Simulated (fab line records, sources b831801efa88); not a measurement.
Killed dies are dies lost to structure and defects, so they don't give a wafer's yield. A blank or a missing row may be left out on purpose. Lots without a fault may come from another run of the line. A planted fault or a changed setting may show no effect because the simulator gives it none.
Chamber matching | flow gf180mcu | GF_CONTACT_CMP_04 on cmp-02: 4 sister chambers
The step polishes SiO2. 14 wafers are shown with their chamber, then 7 later ones without.

WAFERS WITH THEIR CHAMBER
wafer  | chamber | time_to_endpoint_s (s) | motor_current_A (A) | platen_rpm (rpm)
L368.2 | 1       | 101                    | 12.5                | 60.05
L368.4 | 2       | 101                    | 10.8                | 60.00
L368.6 | 0       | 104                    | 11.7                | 60.03
L370.1 | 2       | 103                    | 11.3                | 60.06
L370.4 | 3       | 115                    | 11.6                | 59.99
L370.6 | 0       | 106                    | 11.5                | 59.99
L371.1 | 1       | 107                    | 12.0                | 60.02
L371.2 | 0       | 105                    | 12.1                | 59.98
L371.6 | 3       | 117                    | 11.6                | 59.97
L375.1 | 0       | 105                    | 11.2                | 59.94
L375.3 | 3       | 116                    | 11.8                | 59.97
L375.6 | 1       | 118                    | 12.6                | 60.01
L383.2 | 1       | 103                    | 12.0                | 60.00
L383.3 | 0       | 102                    | 11.8                | 60.00

SIGNATURES (means of the wafers above)
reading            | chamber 0 | chamber 1 | chamber 2 | chamber 3 | scatter within a chamber
time_to_endpoint_s | 104.40    | 107.25    | 102.00    | 116.00    | 4.31
motor_current_A    | 11.660    | 12.275    | 11.050    | 11.667    | 0.302
platen_rpm         | 59.9880   | 60.0200   | 60.0300   | 59.9767   | 0.0278
Rule: a wafer's distance from a chamber is the root of the sum, over the readings, of the square of ((its reading less the chamber's mean) divided by the reading's scatter). The wafer belongs to the nearest chamber; if the next one is less than 2 further off, it can't be placed. The scatter: the root of (the sum of the squares of (reading less its chamber's mean) over the shown wafers, divided by (wafers less chambers)).

WAFERS WITHOUT THEIR CHAMBER
wafer  | time_to_endpoint_s (s) | motor_current_A (A) | platen_rpm (rpm)
L383.5 | 105                    | 11.1                | 59.99
L389.2 | 112                    | 11.9                | 59.98
L389.3 | 104                    | 11.2                | 59.99
L389.6 | 105                    | 10.5                | 59.97
L390.4 | 115                    | 11.7                | 59.99
L390.5 | 111                    | 12.0                | 59.96
L390.6 | 116                    | 11.4                | 59.96

WHICH CHAMBER EACH WENT THROUGH
wafer  | from the rows above          | in truth
L383.5 | can't be placed: 2 or 0 or 3 | 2
L389.2 | can't be placed: 3 or 0 or 1 | 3
L389.3 | can't be placed: 0 or 2 or 3 | 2
L389.6 | can't be placed: 2 or 0 or 3 | 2
L390.4 | can't be placed: 3 or 0      | 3
L390.5 | can't be placed: 3 or 0 or 1 | 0
L390.6 | can't be placed: 3 or 0      | 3
Placed correctly: 0 of 7. Can't be placed from these rows: 7 (the true chamber is among the candidates in 7). Placed wrongly: 0.
